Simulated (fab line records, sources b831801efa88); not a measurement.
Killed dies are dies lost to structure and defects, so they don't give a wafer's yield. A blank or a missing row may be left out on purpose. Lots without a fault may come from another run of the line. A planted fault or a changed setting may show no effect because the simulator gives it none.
fab line records | flow sfq_line
record lots=14 wafers=42 last_day=84
route steps=325 shown M7@282
lots that met no fault: from a run of the same line without faults
start_h: hours from the record's first day to the start of the lot's first wafer shown | wait_h: hours since the lot's step before | " the same as in the row above | L1.1+2: a row that stands for several wafers | - no value, or no start given | * or withheld: withheld | < > ~ a bound
route shown NAME@n: a module of which the file shows steps, and the number in the route of the first | usual: mean/standard deviation of fault-free wafers | same: alike in all rows | chamber/n: place in a boat | sites: the reading at each site | _std_site: their standard deviation | _edge_site: outer sites' mean less inner sites' | radius_mm: how far each site lies from the wafer's centre | mask NAME#n: copy n | behind: the tool/chamber that last shaped the wafer | hold: why the lot was held/for how many hours/how that ended | device: the transistor (n, p or np) that didn't switch | end of line: the same wafers' tests at the end of the route | a step without rows: its recipe alone | killed: dies lost to structure and defects at the first sort, not the wafer's yield | map: a wafer's dies, x killed, . not, _ none there
set.NAME: the setting as run; set.NAME@STEP: as run at that earlier step | model.NAME: the simulator's own value behind a step, which no gauge read
steps of the route over a sample of lots; a table a step, a row a wafer
services: from which hour (start_h, from the record's first day; less than 0 if before it) a tool's chamber was out of use, for how many hours, and why
## steps
# step SFQ_TRILAYER_M7_DEP_SPUTTER_175
# recipe material=Nb base_pressure_pa=1.33e-06 chamber_pressure_pa=0.1333 substrate_temp_c=20 target_thk_nm=200 power_w=2000 time_s=133.3
# usual cathode_dc_power_W=2000.0/0.36 throttle_valve_pct=30.5/1.1
# columns lot.wafer tool chamber start_h wait_h cathode_dc_power_W throttle_valve_pct
L412.2 pvd_sputter-05 - 1649.58 0.0 2000.8 30.1
L412.5 " - " " 2000.4 31.6
L412.6 " - " " 1999.5 29.9
L413.1 pvd_sputter-04 - 1662.78 0.0 1999.7 33.3
L413.2 " - " " 2000.3 30.4
L413.4 " - " " 1999.9 30.8
L414.1 pvd_sputter-05 - 1674.91 0.0 2000.0 31.8
L414.2 " - " " 1999.6 29.8
L414.5 " - " " 1999.6 29.8
L415.2 pvd_sputter-04 - 1683.31 0.0 1999.7 30.3
L415.3 " - " " 1999.9 30.4
L415.4 " - " " 2000.3 32.9
L418.3 pvd_sputter-06 - 1691.72 0.0 1999.4 30.6
L418.5 " - " " 1999.9 32.3
L418.6 " - " " 1999.8 30.6
L419.1 pvd_sputter-05 - 1694.11 0.0 1999.7 31.5
L419.2 " - " " 2000.1 29.9
L419.5 " - " " 1999.8 31.5
L421.3 pvd_sputter-05 - 1724.11 0.0 1999.5 29.9
L421.5 " - " " 2000.5 31.5
L421.6 " - " " 2000.3 29.7
L422.2 pvd_sputter-05 - 1735.94 0.0 1999.9 30.1
L422.5 " - " " 2000.3 31.3
L422.6 " - " " 2000.1 30.0
L424.2 pvd_sputter-04 - 1744.14 0.0 1999.9 30.0
L424.3 " - " " 2000.4 30.3
L424.4 " - " " 1999.8 33.1
L430.3 pvd_sputter-04 - 1808.52 0.0 2058.6 30.5
L430.4 " - " " 2057.8 30.4
L430.6 " - " " 2058.6 30.2
L432.1 pvd_sputter-04 - 1841.00 0.0 2057.9 33.3
L432.5 " - " " 2057.9 30.4
L432.6 " - " " 2057.9 30.0
L433.2 pvd_sputter-05 - 1843.40 0.0 1999.4 29.6
L433.4 " - " " 1999.7 30.0
L433.5 " - " " 2000.1 31.5
L434.2 pvd_sputter-06 - 1845.80 0.0 2000.0 31.1
L434.3 " - " " 1999.7 29.2
L434.5 " - " " 2000.7 29.8
L435.1 pvd_sputter-05 - 1850.62 0.0 1999.8 31.6
L435.4 " - " " 2000.7 29.6
L435.5 " - " " 2000.1 29.9
# step SFQ_M7_RS_MEAS_943
# recipe thk_meas_gauge=four-point-probe reads=Nb_of_TRILAYER_M7_DEP_SPUTTER_175
# usual M7_NB_RS=0.890/0.0071
# columns lot.wafer tool chamber start_h wait_h M7_NB_RS[ohm/sq]
L412.2 film_metro-01 - 1649.69 0.1 0.899
L412.5 " - " " 0.885
L412.6 " - " " 0.895
L413.1 film_metro-04 - 1662.87 0.0 0.875
L413.2 " - " " 0.889
L413.4 " - " " 0.884
L414.1 film_metro-04 - 1675.00 0.0 0.873
L414.2 " - " " 0.878
L414.5 " - " " 0.881
L415.2 film_metro-02 - 1683.42 0.1 0.886
L415.3 " - " " 0.882
L415.4 " - " " 0.880
L418.3 film_metro-01 - 1691.85 0.1 0.897
L418.5 " - " " 0.887
L418.6 " - " " 0.893
L419.1 film_metro-01 - 1694.20 0.0 0.888
L419.2 " - " " 0.892
L419.5 " - " " 0.888
L421.3 film_metro-02 - 1724.24 0.1 0.893
L421.5 " - " " 0.888
L421.6 " - " " 0.887
L422.2 film_metro-01 - 1736.05 0.1 0.887
L422.5 " - " " 0.879
L422.6 " - " " 0.888
L424.2 film_metro-02 - 1744.25 0.1 0.896
L424.3 " - " " 0.889
L424.4 " - " " 0.885
L430.3 film_metro-02 - 1808.65 0.1 0.865
L430.4 " - " " 0.869
L430.6 " - " " 0.874
L432.1 film_metro-01 - 1841.09 0.0 0.863
L432.5 " - " " 0.858
L432.6 " - " " 0.867
L433.2 film_metro-02 - 1843.51 0.1 0.891
L433.4 " - " " 0.891
L433.5 " - " " 0.893
L434.2 film_metro-02 - 1845.91 0.1 0.894
L434.3 " - " " 0.893
L434.5 " - " " 0.895
L435.1 film_metro-01 - 1850.71 0.0 0.889
L435.4 " - " " 0.892
L435.5 " - " " 0.899
## services
# columns tool chamber start_h hours kind
pvd_sputter-04 - 1638.61 3.6 repair
pvd_sputter-06 - 1741.04 3.6 repair
pvd_sputter-06 - 1766.43 6.8 repair
pvd_sputter-06 - 1768.14 0.6 repair
pvd_sputter-05 - 1772.06 1.0 repair
pvd_sputter-05 - 1772.74 1.0 repair
pvd_sputter-04 3 1796.23 - consumable_replace:kit
pvd_sputter-04 3 1796.23 18.0 scheduled_down
pvd_sputter-04 3 1796.23 18.0 vent_cycle
pvd_sputter-05 - 1808.02 1.1 repair
pvd_sputter-04 - 1844.84 3.2 repair
## key
first_sign step=SFQ_TRILAYER_M7_DEP_SPUTTER_175 reading=cathode_dc_power_W direction=up sigmas=99+ usual=2000.0 struck=2058.1
effect step=SFQ_M7_RS_MEAS_943 reading=M7_NB_RS direction=down sigmas=3.3 usual=0.890 struck=0.866
met_at SFQ_TRILAYER_M7_DEP_SPUTTER_175
struck_lots L430,L432
onset_between 1744.14 1808.52
fault kind=process_parameter_drift tool=pvd_sputter-04 chamber=- onset_h=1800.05 steps=SFQ_TRILAYER_M7_DEP_SPUTTER_175 channel=power_w offset=58.073 shape=step end_h=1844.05 acts_in=these_recipes_only stated=2000
